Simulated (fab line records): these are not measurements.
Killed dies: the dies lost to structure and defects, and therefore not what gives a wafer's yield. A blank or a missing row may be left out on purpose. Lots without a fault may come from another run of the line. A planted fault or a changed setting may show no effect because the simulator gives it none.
The tool behind it: which one? || flow sky130 || 37 wafers from 13 lots sampled at 4 of the route's 708 steps

== WHAT THE GAUGES SHOWED, per wafer ==
SKY_NWELL_TW_MEAS_26. Usual: NWELL_2_TW gives 494 (standard deviation 5).
{"lot": "L405", "measured": "day 5 15:39", "on": "film metro-01", "NWELL_2_TW": "494 491 495", "flag": ""}
{"lot": "L407", "measured": "day 6 01:01", "on": "film metro-02", "NWELL_2_TW": "500 501 502", "flag": ""}
{"lot": "L408", "measured": "day 6 03:17", "on": "film metro-03", "NWELL_2_TW": "493 491 494", "flag": ""}
{"lot": "L409", "measured": "day 6 05:29", "on": "film metro-03", "NWELL_2_TW": "491 492 490", "flag": ""}
{"lot": "L412", "measured": "day 6 10:41", "on": "film metro-03", "NWELL_2_TW": 493, "flag": ""}
{"lot": "L413", "measured": "day 6 12:28", "on": "film metro-02", "NWELL_2_TW": "502 498 501", "flag": ""}
{"lot": "L420", "measured": "day 12 04:53", "on": "film metro-03", "NWELL_2_TW": "490 492 493", "flag": ""}
{"lot": "L422", "measured": "day 12 03:44", "on": "film metro-01", "NWELL_2_TW": "489 490 488", "flag": ""}
{"lot": "L423", "measured": "day 12 01:38", "on": "film metro-03", "NWELL_2_TW": "495 491 497", "flag": ""}
{"lot": "L424", "measured": "day 12 03:56", "on": "film metro-03", "NWELL_2_TW": "489 490 492", "flag": ""}
{"lot": "L425", "measured": "day 12 04:56", "on": "film metro-02", "NWELL_2_TW": "507 504 505", "flag": ""}
{"lot": "L427", "measured": "day 12 07:32", "on": "film metro-03", "NWELL_2_TW": "493 495 492", "flag": ""}

== WHAT TOOL EACH LOT RAN ON (gives the tool, then ch and the chambers of the sampled wafers, and finally the start) ==
{"lot": "L405", "SKY_FIELD_ISO_ETCH_15": "rie diel-03 ch 0,1,3, day 2 12:08", "SKY_FIELD_ISO_STRIP_16": "plasma asher-01 ch 0, day 2 12:12", "SKY_DNWELL_STRIP_08": "plasma asher-02 ch 1, day 3 12:35"}
{"lot": "L407", "SKY_FIELD_ISO_ETCH_15": "rie diel-03 ch 1,2,3, day 2 22:09", "SKY_FIELD_ISO_STRIP_16": "plasma asher-04 ch 1, day 2 22:12", "SKY_DNWELL_STRIP_08": "plasma asher-02 ch 0, day 4 00:05"}
{"lot": "L408", "SKY_FIELD_ISO_ETCH_15": "rie diel-03 ch 1,2, day 3 01:44", "SKY_FIELD_ISO_STRIP_16": "plasma asher-04 ch 0,1, day 3 01:48", "SKY_DNWELL_STRIP_08": "plasma asher-01 ch 0, day 4 04:20"}
{"lot": "L409", "SKY_FIELD_ISO_ETCH_15": "rie diel-03 ch 1,2,3, day 3 07:29", "SKY_FIELD_ISO_STRIP_16": "plasma asher-01 ch 0,1, day 3 07:32", "SKY_DNWELL_STRIP_08": "plasma asher-03 ch 0,1, day 4 08:17"}
{"lot": "L412", "SKY_FIELD_ISO_ETCH_15": "rie diel-03 ch 2,3, day 3 22:30", "SKY_FIELD_ISO_STRIP_16": "plasma asher-04 ch 0,1, day 3 22:33", "SKY_DNWELL_STRIP_08": "plasma asher-03 ch 1, day 4 22:26"}
{"lot": "L413", "SKY_FIELD_ISO_ETCH_15": "rie diel-01 ch 1,2,3, day 4 03:41", "SKY_FIELD_ISO_STRIP_16": "plasma asher-04 ch 0,1, day 4 03:44", "SKY_DNWELL_STRIP_08": "plasma asher-01 ch 0,1, day 5 04:08"}
{"lot": "L416", "SKY_FIELD_ISO_ETCH_15": "rie diel-03 ch 2,3, day 4 19:32", "SKY_FIELD_ISO_STRIP_16": "plasma asher-01 ch 1, day 4 19:35", "SKY_DNWELL_STRIP_08": "-"}
{"lot": "L420", "SKY_FIELD_ISO_ETCH_15": "rie diel-01 ch 1,2,3, day 7 18:30", "SKY_FIELD_ISO_STRIP_16": "plasma asher-01 ch 0,1, day 7 18:34", "SKY_DNWELL_STRIP_08": "plasma asher-03 ch 0,1, day 9 05:21"}
{"lot": "L422", "SKY_FIELD_ISO_ETCH_15": "rie diel-01 ch 0,1,3, day 7 20:25", "SKY_FIELD_ISO_STRIP_16": "plasma asher-02 ch 0,1, day 7 20:29", "SKY_DNWELL_STRIP_08": "plasma asher-02 ch 0,1, day 9 05:01"}
{"lot": "L423", "SKY_FIELD_ISO_ETCH_15": "rie diel-02 ch 0,2, day 7 20:54", "SKY_FIELD_ISO_STRIP_16": "plasma asher-01 ch 0,1, day 7 20:58", "SKY_DNWELL_STRIP_08": "plasma asher-02 ch 0,1, day 9 03:36"}
{"lot": "L424", "SKY_FIELD_ISO_ETCH_15": "rie diel-01 ch 1,2,3, day 7 21:30", "SKY_FIELD_ISO_STRIP_16": "plasma asher-02 ch 0,1, day 7 21:34", "SKY_DNWELL_STRIP_08": "plasma asher-03 ch 0,1, day 9 05:09"}
{"lot": "L425", "SKY_FIELD_ISO_ETCH_15": "rie diel-02 ch 0,1, day 7 21:59", "SKY_FIELD_ISO_STRIP_16": "plasma asher-02 ch 0,1, day 7 22:04", "SKY_DNWELL_STRIP_08": "plasma asher-02 ch 0,1, day 9 05:32"}
{"lot": "L427", "SKY_FIELD_ISO_ETCH_15": "rie diel-01 ch 1,2,3, day 8 00:31", "SKY_FIELD_ISO_STRIP_16": "plasma asher-01 ch 0,1, day 8 00:35", "SKY_DNWELL_STRIP_08": "plasma asher-02 ch 0,1, day 9 07:24"}
- SKY_FIELD_ISO_ETCH_15: etches the open film in CHF3/O2, stops on Si, target depth 180 nm, time 72 s.
- SKY_FIELD_ISO_STRIP_16: strips in O2/N2.
- SKY_DNWELL_STRIP_08: strips in O2/N2.

== WHAT THE TOOLS THEMSELVES READ (means of the sampled wafers that have a number; where no wafer has one, the mark that the record gives instead) ==
SKY_FIELD_ISO_ETCH_15. Usual: drypump motor current A 5.4 A, standard deviation 0.51; oes product au 0.943 a.u., standard deviation 0.0072; throttle valve pct 8.844 %, standard deviation 0.0085.
{"lot": "L405", "tool": "rie diel-03", "drypump motor current A (A)": 6.0, "oes product au (a.u.)": 0.941, "throttle valve pct (%)": 8.847, "flag": ""}
{"lot": "L407", "tool": "rie diel-03", "drypump motor current A (A)": 5.9, "oes product au (a.u.)": 0.943, "throttle valve pct (%)": 8.842, "flag": ""}
{"lot": "L408", "tool": "rie diel-03", "drypump motor current A (A)": 6.0, "oes product au (a.u.)": 0.934, "throttle valve pct (%)": 8.842, "flag": ""}
{"lot": "L409", "tool": "rie diel-03", "drypump motor current A (A)": 5.9, "oes product au (a.u.)": 0.939, "throttle valve pct (%)": 8.843, "flag": ""}
{"lot": "L412", "tool": "rie diel-03", "drypump motor current A (A)": 5.6, "oes product au (a.u.)": 0.841, "throttle valve pct (%)": 8.821, "flag": "OFF"}
{"lot": "L413", "tool": "rie diel-01", "drypump motor current A (A)": 5.4, "oes product au (a.u.)": 0.950, "throttle valve pct (%)": 8.839, "flag": ""}
{"lot": "L416", "tool": "rie diel-03", "drypump motor current A (A)": 5.6, "oes product au (a.u.)": 0.738, "throttle valve pct (%)": 8.789, "flag": "OFF"}
{"lot": "L420", "tool": "rie diel-01", "drypump motor current A (A)": 5.4, "oes product au (a.u.)": 0.953, "throttle valve pct (%)": 8.845, "flag": ""}
{"lot": "L422", "tool": "rie diel-01", "drypump motor current A (A)": 5.3, "oes product au (a.u.)": 0.947, "throttle valve pct (%)": 8.845, "flag": ""}
{"lot": "L423", "tool": "rie diel-02", "drypump motor current A (A)": 4.9, "oes product au (a.u.)": 0.945, "throttle valve pct (%)": 8.843, "flag": ""}
{"lot": "L424", "tool": "rie diel-01", "drypump motor current A (A)": 5.4, "oes product au (a.u.)": 0.942, "throttle valve pct (%)": 8.838, "flag": ""}
{"lot": "L425", "tool": "rie diel-02", "drypump motor current A (A)": 5.2, "oes product au (a.u.)": 0.941, "throttle valve pct (%)": 8.840, "flag": ""}
{"lot": "L427", "tool": "rie diel-01", "drypump motor current A (A)": 5.4, "oes product au (a.u.)": 0.937, "throttle valve pct (%)": 8.834, "flag": ""}

SKY_FIELD_ISO_STRIP_16. Usual: drypump motor current A 5.81 A, standard deviation 0.058; oes product au 0.378 a.u., standard deviation 0.0051; strip time to endpoint s 3.54 s, standard deviation 0.054.
{"lot": "L405", "tool": "plasma asher-01", "drypump motor current A (A)": 5.92, "oes product au (a.u.)": 0.374, "strip time to endpoint s (s)": 3.57, "flag": ""}
{"lot": "L407", "tool": "plasma asher-04", "drypump motor current A (A)": 5.79, "oes product au (a.u.)": 0.378, "strip time to endpoint s (s)": 3.53, "flag": ""}
{"lot": "L408", "tool": "plasma asher-04", "drypump motor current A (A)": 5.82, "oes product au (a.u.)": 0.367, "strip time to endpoint s (s)": 3.49, "flag": ""}
{"lot": "L409", "tool": "plasma asher-01", "drypump motor current A (A)": 5.85, "oes product au (a.u.)": 0.375, "strip time to endpoint s (s)": 3.56, "flag": ""}
{"lot": "L412", "tool": "plasma asher-04", "drypump motor current A (A)": 5.82, "oes product au (a.u.)": 0.401, "strip time to endpoint s (s)": 3.94, "flag": "OFF"}
{"lot": "L413", "tool": "plasma asher-04", "drypump motor current A (A)": 5.81, "oes product au (a.u.)": 0.376, "strip time to endpoint s (s)": 3.50, "flag": ""}
{"lot": "L416", "tool": "plasma asher-01", "drypump motor current A (A)": 5.75, "oes product au (a.u.)": 0.405, "strip time to endpoint s (s)": 4.26, "flag": "OFF"}
{"lot": "L420", "tool": "plasma asher-01", "drypump motor current A (A)": 5.82, "oes product au (a.u.)": 0.374, "strip time to endpoint s (s)": 3.53, "flag": ""}
{"lot": "L422", "tool": "plasma asher-02", "drypump motor current A (A)": 5.77, "oes product au (a.u.)": 0.375, "strip time to endpoint s (s)": 3.52, "flag": ""}
{"lot": "L423", "tool": "plasma asher-01", "drypump motor current A (A)": 5.85, "oes product au (a.u.)": 0.381, "strip time to endpoint s (s)": 3.64, "flag": ""}
{"lot": "L424", "tool": "plasma asher-02", "drypump motor current A (A)": 5.80, "oes product au (a.u.)": 0.377, "strip time to endpoint s (s)": 3.52, "flag": ""}
{"lot": "L425", "tool": "plasma asher-02", "drypump motor current A (A)": 5.77, "oes product au (a.u.)": 0.378, "strip time to endpoint s (s)": 3.48, "flag": ""}
{"lot": "L427", "tool": "plasma asher-01", "drypump motor current A (A)": 5.80, "oes product au (a.u.)": 0.378, "strip time to endpoint s (s)": 3.51, "flag": ""}

SKY_DNWELL_STRIP_08. Usual: drypump motor current A 5.60 A, standard deviation 0.28; oes product au 0.722 a.u., standard deviation 0.0045; strip time to endpoint s 36.92 s, standard deviation 0.11.
{"lot": "L405", "tool": "plasma asher-02", "drypump motor current A (A)": 5.76, "oes product au (a.u.)": 0.721, "strip time to endpoint s (s)": 37.05, "flag": ""}
{"lot": "L407", "tool": "plasma asher-02", "drypump motor current A (A)": 5.82, "oes product au (a.u.)": 0.724, "strip time to endpoint s (s)": 37.00, "flag": ""}
{"lot": "L408", "tool": "plasma asher-01", "drypump motor current A (A)": 5.93, "oes product au (a.u.)": 0.721, "strip time to endpoint s (s)": 36.77, "flag": ""}
{"lot": "L409", "tool": "plasma asher-03", "drypump motor current A (A)": 5.23, "oes product au (a.u.)": 0.719, "strip time to endpoint s (s)": 36.85, "flag": ""}
{"lot": "L412", "tool": "plasma asher-03", "drypump motor current A (A)": 5.14, "oes product au (a.u.)": 0.716, "strip time to endpoint s (s)": 37.09, "flag": ""}
{"lot": "L413", "tool": "plasma asher-01", "drypump motor current A (A)": 5.88, "oes product au (a.u.)": 0.720, "strip time to endpoint s (s)": 36.96, "flag": ""}
{"lot": "L420", "tool": "plasma asher-03", "drypump motor current A (A)": 5.34, "oes product au (a.u.)": 0.720, "strip time to endpoint s (s)": 36.81, "flag": ""}
{"lot": "L422", "tool": "plasma asher-02", "drypump motor current A (A)": 5.77, "oes product au (a.u.)": 0.721, "strip time to endpoint s (s)": 37.00, "flag": ""}
{"lot": "L423", "tool": "plasma asher-02", "drypump motor current A (A)": 5.78, "oes product au (a.u.)": 0.723, "strip time to endpoint s (s)": 37.09, "flag": ""}
{"lot": "L424", "tool": "plasma asher-03", "drypump motor current A (A)": 5.36, "oes product au (a.u.)": 0.721, "strip time to endpoint s (s)": 36.86, "flag": ""}
{"lot": "L425", "tool": "plasma asher-02", "drypump motor current A (A)": 5.78, "oes product au (a.u.)": 0.723, "strip time to endpoint s (s)": 36.89, "flag": ""}
{"lot": "L427", "tool": "plasma asher-02", "drypump motor current A (A)": 5.79, "oes product au (a.u.)": 0.718, "strip time to endpoint s (s)": 36.86, "flag": ""}

== THE ANSWER, worked out from the rows above alone ==
Rule: a lot counts as off when the mean over its wafers that have a number is more than 3 standard deviations away from the usual mean. A lot without any number at a reading at which 4 lots or more have one is off too. The other lots that the step has rows for count as sound. After the gauges, taken in route order, come the tools' own readings; for these a lot's mean is taken, as printed above. At the first step where some lot is off, the reading lying furthest off is the one used; lots without a number count as furthest.
Off: L412, L416 (SKY_FIELD_ISO_ETCH_15, oes product au).
A tool fits if, at that step or a process step before it, it ran every lot that is off, and no sound lot after the first of them. One fits: SKY_FIELD_ISO_ETCH_15 on rie diel-03. Its last sound lot is L409 (day 3 07:29), its first lot that is off L412 (day 3 22:30): a fault that began between those two fits.
The tool's own readings at SKY_FIELD_ISO_ETCH_15 bear it out: on the lots that are off they differ by more than 5 times the standard deviation of the sound lots' means. oes product au reads 0.789 a.u. there against 0.943 a.u. on the sound lots; throttle valve pct reads 8.805 % there against 8.842 % on the sound lots.

== WHAT THE SIMULATOR HAD INSERTED ==
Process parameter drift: rie diel-03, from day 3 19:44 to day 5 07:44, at SKY_FIELD_ISO_ETCH_15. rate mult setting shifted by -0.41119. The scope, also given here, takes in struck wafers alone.
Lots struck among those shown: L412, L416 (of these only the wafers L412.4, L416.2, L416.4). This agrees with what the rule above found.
